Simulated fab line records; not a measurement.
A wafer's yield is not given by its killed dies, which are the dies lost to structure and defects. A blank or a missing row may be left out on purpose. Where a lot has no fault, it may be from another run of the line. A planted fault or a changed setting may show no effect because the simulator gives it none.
Which tool did it? ; flow sky130 ; 6 lots with 18 wafers sampled at 2 steps, on a route of 708 steps

## WHAT THE GAUGES SHOWED, per wafer
SKY_VIA3_THK_MEAS_01.
lot;measured;on;VIA3_HDPCVD_THK (nm)
L533;day 40 02:16;film-metro-03;1627 1630 1601
L538;day 40 17:29;film-metro-02;1631 1635 1638
L539;day 41 02:28;film-metro-01;1660 1639 1650
L541;day 41 22:48;film-metro-02;1629 1633 1619
L543;day 42 01:55;film-metro-03;1605 1614 1602
L551;day 44 04:45;film-metro-01;1938 1641 1632

## EACH LOT AND THE TOOL THAT RAN IT (in order: tool; ch and the chambers of the sampled wafers; start)
lot;SKY_VIA3_HDPCVD_00
L533;hdpcvd-01 ch 1,2, day 40 02:05
L538;hdpcvd-01 ch 0,1,2, day 40 17:19
L539;hdpcvd-01 ch 0,1,2, day 41 02:17
L541;hdpcvd-01 ch 0,2, day 41 22:37
L543;hdpcvd-01 ch 0,1,2, day 42 01:44
L551;hdpcvd-01 ch 0,1,2, day 44 04:35
- SKY_VIA3_HDPCVD_00: deposits SiO2, target thk 1635 nm, time 272.5 s.

## THE ANSWER, worked out from the rows above alone
Rule: what is usual is taken from the lots themselves. The widest of any qualifying gaps counts: lots, ordered by their means at a reading, are off when they make up no more than a third of the lots, leave a main group of 4 or more, and stand apart from it by 3 or more times the standard deviation of that group's means. Not used: any main group whose means are identical at the precision the tables above print for the reading. A lot without any number at a reading at which 4 lots or more have one is off too. Any other lot the step has rows for is counted as sound.
Off: L551, seen at SKY_VIA3_THK_MEAS_01 (VIA3_HDPCVD_THK). Mean 1628 nm and standard deviation 14 in the main group.
A tool fits if, at a process step before that reading, it ran every lot that is off, and no sound lot after the first of them. Gauges at SKY_VIA3_THK_MEAS_01: tried the same way as those tools. This does not decide it: 2 tools fit, namely hdpcvd-01 at SKY_VIA3_HDPCVD_00 and film-metro-01 at SKY_VIA3_THK_MEAS_01.

## WHAT THE SIMULATOR HAD INSERTED
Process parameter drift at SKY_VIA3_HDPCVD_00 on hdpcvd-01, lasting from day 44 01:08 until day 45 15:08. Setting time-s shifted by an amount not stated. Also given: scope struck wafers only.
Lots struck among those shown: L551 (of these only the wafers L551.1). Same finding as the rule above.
